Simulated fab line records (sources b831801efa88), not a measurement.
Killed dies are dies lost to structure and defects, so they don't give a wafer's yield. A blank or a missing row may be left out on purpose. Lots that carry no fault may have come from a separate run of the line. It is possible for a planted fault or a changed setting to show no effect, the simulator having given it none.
Struck lot and sound lot, side by side | flow sfq_line | 21 out of 325 route steps
Sound: these wafers, L470.2, L470.3, L470.5. Wafers L482.1, L482.3, L482.4 were the ones struck. At the end, the cause is stated.
Per side, at each step with rows, come the tool, then ch with its chambers, and then its first start. Under that, the readings that differ: sound wafers | struck wafers | difference of the means | sigmas: that difference in standard deviations of wafers without a fault.
alike: readings with means less than 2 such deviations apart, plus words and numbers identical on both sides. not compared: withheld readings, readings lacking a value on some wafer, bounds such as >300 that could conceal the same value, and numbers that have no deviation in the record and whose values overlap.
Wherever a step has rows on one side only, a row that says differs or no value, or a row with sigmas, the two part there. Numbers that don't overlap but have no deviation are shown without sigmas and don't part them. Lack of a reading on every wafer of one side parts them only where that side has two or more wafers.

first, 3 steps without rows for these wafers: SFQ_TRILAYER_M4_LITHO_EXPOSE_094 (exposes mask M4, target cd 500 nm); SFQ_TRILAYER_M4_LITHO_PEB_096 (peb time 60 s); SFQ_TRILAYER_M4_LITHO_DEVELOP_095 (time 60 s).
SFQ_M4_OVL_MEAS_926:
  sound on overlay-01 at day 41 12:25; struck on overlay-02 at day 48 21:07
  alike: M4_OVL
SFQ_TRILAYER_M4_BARC_OPEN_METAL_ETCH_123: etches BARC in O2, target depth 125 nm, time 41.7 s.
  sound on rie_metal-01 ch 0,1, day 41 12:27; struck on rie_metal-04 ch 0,1, day 48 21:08
  alike: drypump_motor_current_A, oes_product_au
  not compared: rf_hours_counter_h
SFQ_TRILAYER_M4_ETCH_METAL_ETCH_096: etches Nb in Cl2/Ar, stops on SiO2, target depth 240 nm, time 120 s.
  sound on rie_metal-01 ch 0,1, day 41 12:31; struck on rie_metal-04 ch 0,1, day 48 21:12
  alike: drypump_motor_current_A, oes_product_au
  not compared: rf_hours_counter_h
SFQ_TRILAYER_M4_STRIP_STRIP_097: strips in O2.
  sound on rie_metal-01 ch 0,1, day 41 12:38; struck on rie_metal-04 ch 0,1, day 48 21:20
  alike: drypump_motor_current_A, oes_product_au, platen_temp_c
  not compared: rf_hours_counter_h
then, 2 steps without rows for these wafers: SFQ_TRILAYER_M4_STRIP_SOLV_CLEAN_098 (cleans in NMP, time 600 s); SFQ_TRILAYER_I4_DEP_PECVD_099 (deposits SiO2 from SiH4/N2O, time 111.11 s, target thk 500 nm).
SFQ_TRILAYER_I4_CMP_CMP_100: polishes SiO2.
  sound on cmp-01 ch 1,2,3, day 41 16:29; struck on cmp-02 ch 0,1,2, day 49 01:56
  alike: motor_current_A, slurry_filter_dp_kPa, time_to_endpoint_s
SFQ_I4_BOW_MEAS_927:
  sound on film_metro-01 at day 41 19:01; struck on film_metro-03 at day 49 04:56
  alike: I4_BOW
after that, 1 step had no rows for these wafers: SFQ_TRILAYER_I4_METRO_MEASURE_101.
SFQ_TRILAYER_I4_VIA_LITHO_COAT_108: resist thk 62 nm.
  sound on litho_track-03 ch 0, day 41 20:22; struck on litho_track-01 ch 0, day 49 06:16
  reading                                                  | sound             | struck           | difference | sigmas
  model.BARC_of_TRILAYER_I4_VIA_LITHO_COAT_108.thk_nm (nm) | 61.97 62.12 61.98 | 59.49 59.57 59.5 | -2.50      |
then, 5 steps without rows for these wafers: SFQ_TRILAYER_I4_VIA_LITHO_COAT_103 (resist thk 650 nm); SFQ_TRILAYER_I4_VIA_LITHO_SOFTBAKE_107; SFQ_TRILAYER_I4_VIA_LITHO_EXPOSE_104 (exposes mask I4, target cd 700 nm); SFQ_TRILAYER_I4_VIA_LITHO_PEB_106 (peb time 60 s); SFQ_TRILAYER_I4_VIA_LITHO_DEVELOP_105 (time 60 s).
-- the record jumps here: 5 days lie between the struck wafers' starts before and after --
SFQ_I4_OVL_MEAS_928:
  sound on overlay-02 at day 47 12:53; struck on overlay-01 at day 54 14:41
  alike: I4_OVL
SFQ_TRILAYER_I4_VIA_BARC_OPEN_VIA_ETCH_146: etches BARC in O2, target depth 125 nm, time 41.7 s.
  sound on rie_diel-03 ch 0,2, day 47 12:55; struck on rie_diel-02 ch 0,2,3, day 54 14:43
  reading                  | sound             | struck            | difference | sigmas
  oes_product_au (a.u.)    | 0.692 0.687 0.686 | 0.667 0.672 0.681 | -0.015     | -3
  model.etch.depth_nm (nm) | 61.97 62.12 61.98 | 59.49 59.57 59.5  | -2.50      |
  alike: drypump_motor_current_A
  not compared: rf_hours_counter_h
SFQ_TRILAYER_I4_VIA_ETCH_VIA_ETCH_106: etches SiO2 in CHF3, stops on Nb, target depth 260 nm.
  sound on rie_diel-03 ch 0,2, day 47 12:58; struck on rie_diel-02 ch 0,2,3, day 54 14:46
  alike: drypump_motor_current_A, oes_product_au

WHERE THEY PART
Within this record, at SFQ_TRILAYER_I4_VIA_BARC_OPEN_VIA_ETCH_146 only. Later steps at which nothing parts them and some readings are alike: SFQ_TRILAYER_I4_VIA_ETCH_VIA_ETCH_106.

WHY: what the simulator had put in
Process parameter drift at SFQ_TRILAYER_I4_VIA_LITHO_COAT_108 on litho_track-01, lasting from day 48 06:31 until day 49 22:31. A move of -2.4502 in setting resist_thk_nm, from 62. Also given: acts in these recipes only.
